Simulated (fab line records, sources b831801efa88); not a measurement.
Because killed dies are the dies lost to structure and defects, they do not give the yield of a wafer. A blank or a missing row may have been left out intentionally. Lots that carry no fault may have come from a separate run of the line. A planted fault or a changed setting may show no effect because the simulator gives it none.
Chamber matching ; flow gf180mcu ; 4 sister chambers for GF_V3_CMP_26 on cmp-02
The step polishes, stops on SiO2, t overpolish 15 s, target thk 0 nm. 16 wafers are shown with their chamber, then 8 later ones without.

WAFERS, EACH WITH ITS CHAMBER
wafer;chamber;motor_current_A (A);platen_rpm (rpm);overpolish_run_s (s)
L075.1;3;12.0;59.98;15.006
L075.4;2;9.5;60.03;15.002
L075.6;0;10.2;60.00;14.990
L079.1;1;10.5;60.09;14.991
L079.3;2;9.1;59.97;15.004
L079.6;1;10.3;60.04;15.000
L080.1;3;11.3;59.95;14.996
L080.2;0;10.4;59.99;14.990
L080.3;1;10.4;60.05;15.009
L087.1;3;11.5;59.95;14.993
L087.2;1;11.0;60.05;15.009
L087.3;2;8.9;60.03;15.006
L091.1;3;12.0;59.98;14.994
L091.3;2;9.2;59.97;15.010
L091.4;0;10.4;59.96;14.997
L092.2;1;10.6;59.96;14.993

SIGNATURES, as means of the wafers listed above
reading;chamber 0;chamber 1;chamber 2;chamber 3;scatter within a chamber
motor_current_A;10.333;10.560;9.175;11.700;0.272
platen_rpm;59.9833;60.0380;60.0000;59.9650;0.0347
overpolish_run_s;14.99233;15.00040;15.00550;14.99725;0.00623
Rule: for each reading, subtract the chamber's mean from the wafer's reading, divide by that reading's scatter and square the result; add these up over the readings and take the root, which gives the wafer's distance from the chamber. If the next closest chamber is less than 2 further off than the closest, the wafer can't be placed; otherwise it belongs to the closest. The scatter: the root of (the sum of the squares of (reading less its chamber's mean) over the shown wafers, divided by (wafers less chambers)).

WAFERS WITH NO CHAMBER GIVEN
wafer;motor_current_A (A);platen_rpm (rpm);overpolish_run_s (s)
L092.5;12.1;59.98;15.015
L092.6;10.4;59.99;15.016
L093.1;10.1;59.96;14.997
L093.5;9.3;59.95;15.002
L093.6;10.5;60.11;15.008
L094.2;10.2;60.03;15.003
L094.3;11.9;60.01;15.003
L094.5;10.6;60.01;14.993

THE CHAMBER EACH PASSED THROUGH
wafer;from the rows above;in truth
L092.5;3;3
L092.6;can't be placed: 1 or 0 or 2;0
L093.1;can't be placed: 0 or 1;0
L093.5;2;2
L093.6;1;1
L094.2;can't be placed: 1 or 0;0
L094.3;3;3
L094.5;can't be placed: 0 or 1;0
Placed correctly: 4 of 8. From these rows, 4 cannot be placed; in 4 the true chamber is one of the candidates. Placed wrongly: 0.
